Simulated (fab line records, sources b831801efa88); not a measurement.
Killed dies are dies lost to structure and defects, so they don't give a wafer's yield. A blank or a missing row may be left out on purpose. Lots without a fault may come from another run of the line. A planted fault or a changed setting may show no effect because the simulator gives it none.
Problem report in the 8D (eight disciplines) form, filled by code | flow sky130 | the parts of the form that need people (team, actions taken, sign-off) are left out

1. THE PROBLEM
heater_power_total_W at SKY_CAPM_SOFTBAKE_08 reads a mean of 57.57 W on 2 wafers of 2 lots; wafers without a fault read 56.60 W with a standard deviation of 0.042. That is +23 standard deviations from the usual mean.
The step: time 60 s.
First seen on wafer L516.5, day 40 04:35, on litho_track-04. The record holds 36 wafers of 12 lots with a number at this step. Rule for "out", or "out of limits": more than 4 standard deviations from the usual mean. The other wafers with a number count as sound.

2. WHAT IT IS AND WHAT IT IS NOT
question                    | is                                 | is not
which readings at this step | heater_power_total_W, run_length_s | -
which lots                  | L516, L520                         | L508, L509, L510, L514, L515, L525, L528, L529, L530, L531
which wafers of those lots  | L516.5, L520.3                     | L516.4, L516.6, L520.4, L520.6
read on which tools         | litho_track-04                     | litho_track-02, litho_track-03
when                        | from day 40 04:35                  | up to then (17 sound wafers); but 17 sound wafers of L520, L525, L528, L529, L530, L531 came after

3. SUSPECTS, AND WHAT RULES EACH OUT
Counting: a tool at a process step up to the reading stays a suspect if it ran every lot that is out. Sound lots after the first of them don't rule it out here, since some wafers of a struck lot are sound.
- pvd_sputter-02 at SKY_CAPM_SPUTTER_02 (material TiN, target thk 200 nm, time 166.7 s): kept. It ran every lot that is out, first L516 (day 39 16:19); its last sound lot up to then is L514 (day 39 06:58).
- litho_track-04 at SKY_CAPM_SOFTBAKE_08 (time 60 s): kept. It ran every lot that is out, first L516 (day 40 04:35); its last sound lot up to then is L515 (day 39 20:02). Its own readings are out on those wafers: heater_power_total_W, run_length_s.
Left after counting: pvd_sputter-02 at SKY_CAPM_SPUTTER_02, litho_track-04 at SKY_CAPM_SOFTBAKE_08.

4. THE CAUSE (what the simulator had put in)
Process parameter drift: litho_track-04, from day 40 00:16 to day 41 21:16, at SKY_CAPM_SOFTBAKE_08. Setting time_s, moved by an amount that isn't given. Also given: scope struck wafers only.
Counting left 2 suspects, and this tool is among them.

5. THE CHAIN OF EFFECTS, in route order
Each row: a reading whose mean over the struck wafers that have a number lies more than 3 standard deviations from the usual. Only readings for which the record gives a usual standard deviation are gone through. hours: the time from each lot's start at the first step in this table that gives one to its start at this step, as a median over the lots. sigmas: the change in usual standard deviations.
hours | step                 | reading              | usual   | on struck wafers | change | sigmas
0     | SKY_CAPM_SOFTBAKE_08 | heater_power_total_W | 56.60 W | 57.57            | +0.97  | +23
0     | SKY_CAPM_SOFTBAKE_08 | run_length_s         | 89.12 s | 86.22            | -2.90  | -19
The process steps in it:
- SKY_CAPM_SOFTBAKE_08: time 60 s.

6. WHAT WOULD HAVE CAUGHT IT SOONER
In this record the first reading out of limits was taken at day 40 04:35, 4 hours after the fault began at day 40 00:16.
